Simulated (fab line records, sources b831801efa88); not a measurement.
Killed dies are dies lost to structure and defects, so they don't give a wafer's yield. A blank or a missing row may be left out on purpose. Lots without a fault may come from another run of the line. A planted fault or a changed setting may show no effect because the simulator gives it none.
Which tool did it? | flow sky130 | 12 lots, 34 wafers sampled, at 6 steps of a route of 708

WHAT THE GAUGES READ, wafer by wafer
SKY_FIELD_ISO_BOW_MEAS_00.
lot  | measured    | on            | INCOMING_BOW (um)
L528 | day 1 10:02 | film_metro-04 | -2 5 9
L530 | day 1 20:02 | film_metro-02 | -3 7 -6
L533 | day 2 11:00 | film_metro-01 | -3 2 -3
L537 | day 3 07:02 | film_metro-02 | -3 -7
L539 | day 3 17:04 | film_metro-01 | -1 -4
L540 | day 3 22:00 | film_metro-02 | 3 4 2
L543 | day 4 13:00 | film_metro-02 | 3 7 6
L544 | day 4 18:00 | film_metro-01 | -9 -2 -3
L546 | day 5 04:00 | film_metro-04 | 6 7 0
L548 | day 5 14:01 | film_metro-04 | -24 -4 1
L550 | day 6 00:00 | film_metro-02 | 0 4 4
L551 | day 6 05:00 | film_metro-01 | -4 0 15

SKY_FIELD_ISO_THK_MEAS_23.
lot  | measured    | on            | FIELD_ISO_OXIDATION_01_THK (nm)
L528 | day 2 15:19 | film_metro-01 | 9.72 9.82 9.78
L530 | day 3 00:24 | film_metro-04 | 9.67 9.90 9.71
L533 | day 3 06:20 | film_metro-02 | 9.68 9.67 9.71
L537 | day 4 07:44 | film_metro-01 | 9.61 9.56
L539 | day 4 17:37 | film_metro-02 | 10.28 10.23
L540 | day 4 20:35 | film_metro-01 | 9.96 9.91 9.83
L543 | day 5 15:26 | film_metro-01 | 10.07 9.83 9.98
L544 | day 5 17:15 | film_metro-02 | 10.17 10.32 10.17
L546 | day 6 03:52 | film_metro-02 | 9.87 9.85 9.99
L548 | day 6 15:24 | film_metro-01 | 9.94 10.02 9.92
L550 | day 7 00:29 | film_metro-01 | 9.97 10.02 9.91
L551 | day 7 05:05 | film_metro-01 | 9.96 10.13 10.17

SKY_PWDE_OVL_MEAS_07.
lot  | measured    | on         | PWDE_OVL (nm)
L528 | day 4 06:34 | overlay-02 | 3.4 -1.4 -0.3
L530 | day 4 14:18 | overlay-02 | 2.1 0.5 1.3
L533 | day 4 20:10 | overlay-01 | -2.7 -2.0 -0.7
L537 | day 5 23:31 | overlay-01 | -1.3 -2.0
L539 | day 6 10:55 | overlay-01 | 1.9 2.4
L540 | day 6 15:25 | overlay-01 | -0.2 -0.9 0.3
L543 | day 7 10:03 | overlay-02 | -0.5 0.8 -2.0
L544 | day 7 12:55 | overlay-01 | 2.0 1.2 -0.2
L546 | day 7 22:08 | overlay-02 | 1.6 1.4 1.0
L548 | day 8 14:27 | overlay-02 | 2.8 2.4 3.5
L550 | day 9 02:30 | overlay-01 | 3.2 2.6 1.4
L551 | day 9 02:01 | overlay-02 | 3.3 1.8 3.5

SKY_NWELL_TW_MEAS_15.
lot  | measured     | on            | NWELL_TW
L528 | day 5 01:09  | film_metro-03 | 1807 1810 1815
L530 | day 5 08:30  | film_metro-02 | 1790 1796 1794
L533 | day 5 15:05  | film_metro-03 | 1810 1806 1816
L537 | day 6 18:39  | film_metro-03 | 1737 1840 1744 1829
L539 | day 7 06:16  | film_metro-03 | 1724 1816 1722 1818
L540 | day 7 11:35  | film_metro-02 | 1804 1707 1808 1807 1721 1804
L543 | day 8 06:26  | film_metro-02 | 1812 1814 1818
L544 | day 8 09:31  | film_metro-03 | 1838 1839 1841
L546 | day 8 19:38  | film_metro-03 | 1832 1838 1840
L548 | day 9 12:44  | film_metro-03 | 1838 1827 1826
L550 | day 10 00:56 | film_metro-02 | 1811 1810 1814
L551 | day 10 00:43 | film_metro-02 | 1821 1812 1812

SKY_NWELL_RS_MEAS_29: measures by four-point-probe.
lot  | measured     | on            | NWELL_RS (ohm/sq)
L528 | day 5 19:11  | film_metro-02 | 622.0 621.8 621.4
L530 | day 6 03:14  | film_metro-03 | 628.0 625.0 626.3
L533 | day 6 09:45  | film_metro-03 | 623.8 624.1 623.3
L537 | day 7 14:14  | film_metro-02 | 682.3 621.1 683.3 620.4
L539 | day 8 01:39  | film_metro-03 | 688.0 626.5 689.2 626.4
L540 | day 8 07:50  | film_metro-02 | 622.2 684.3 622.7 622.0 683.5 623.3
L543 | day 9 04:14  | film_metro-03 | 624.1 622.4 623.6
L544 | day 9 06:47  | film_metro-02 | 623.5 624.7 624.7
L546 | day 9 18:10  | film_metro-03 | 623.5 623.0 622.0
L548 | day 10 11:21 | film_metro-02 | 622.8 623.0 622.3
L550 | day 11 00:47 | film_metro-03 | 626.2 625.2 623.7
L551 | day 11 00:26 | film_metro-02 | 624.6 625.2 624.3

WHICH TOOL RAN EACH LOT (tool, then ch and the chambers of the sampled wafers, then the start)
lot  | SKY_NWELL_IMPLANT_11
L528 | implanter-04 ch 0, day 5 00:38
L530 | implanter-02 ch 0, day 5 07:59
L533 | implanter-02 ch 0, day 5 14:32
L537 | implanter-02 ch 0, day 6 18:08
L539 | implanter-02 ch 0, day 7 05:45
L540 | implanter-02 ch 0, day 7 11:02
L543 | implanter-04 ch 0, day 8 05:53
L544 | implanter-04 ch 0, day 8 08:58
L546 | implanter-04 ch 0, day 8 19:05
L548 | implanter-04 ch 0, day 9 12:12
L550 | implanter-04 ch 0, day 10 00:23
L551 | implanter-03 ch 0, day 10 00:10
- SKY_NWELL_IMPLANT_11

WHAT THE TOOLS THEMSELVES READ (means of the sampled wafers that have a number; where no wafer has one, the mark that the record gives instead)
SKY_NWELL_IMPLANT_11.
lot  | tool         | beam_on_s (s) | faraday_current_uA
L528 | implanter-04 | 9.93          | 108.0
L530 | implanter-02 | 10.11         | 105.9
L533 | implanter-02 | 9.81          | 109.4
L537 | implanter-02 | 9.07          | 118.8
L539 | implanter-02 | 9.08          | 118.7
L540 | implanter-02 | 9.46          | 114.1
L543 | implanter-04 | 10.07         | 106.8
L544 | implanter-04 | 9.97          | 107.5
L546 | implanter-04 | 10.16         | 105.2
L548 | implanter-04 | 10.16         | 105.8
L550 | implanter-04 | 10.12         | 105.7
L551 | implanter-03 | 10.19         | 105.2

THE ANSWER, worked out from the rows above alone
Rule: what is usual is taken from the lots themselves. Put in order of their means at a reading, lots are off if they are a third of the lots or fewer, leave a main group of 4 or more, and stand apart from it by a gap of 3 or more times the standard deviation of the main group's means; of several such gaps the widest counts. A main group whose means are all the same, to the digits that the tables above print for the reading, isn't used. A lot without any number at a reading at which 4 lots or more have one is off too. The other lots that the step has rows for count as sound. The gauges are gone through in route order, then the tools' own readings, and for those a lot's mean is taken as printed above. The first step at which some lot is off is used, and at that step the reading that is off furthest; a lot without a number counts as furthest.
Off: L537, L539, L540, at SKY_NWELL_RS_MEAS_29 (NWELL_RS). The main group: mean 623.9 ohm/sq, standard deviation 1.3.
A tool fits if, at a process step before that reading, it ran every lot that is off, and no sound lot after the first of them. The gauges at SKY_NWELL_RS_MEAS_29 aren't tried: what is off there is off at SKY_NWELL_IMPLANT_11 too, on other tools, and a gauge's error can't cause that. One fits: implanter-02 at SKY_NWELL_IMPLANT_11. Its last sound lot is L533 (day 5 14:32), its first lot that is off L537 (day 6 18:08): a fault that began between those two fits.
The tool's own readings at SKY_NWELL_IMPLANT_11 bear it out: on the lots that are off they differ by more than 5 times the standard deviation of the sound lots' means. beam_on_s reads 9.20 s there against 10.06 s on the sound lots; faraday_current_uA reads 117.2 there against 106.6 on the sound lots.

WHAT THE SIMULATOR HAD PUT IN
Process parameter drift: implanter-02, from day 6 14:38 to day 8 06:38, at SKY_NWELL_IMPLANT_11. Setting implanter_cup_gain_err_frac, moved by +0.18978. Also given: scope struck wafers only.
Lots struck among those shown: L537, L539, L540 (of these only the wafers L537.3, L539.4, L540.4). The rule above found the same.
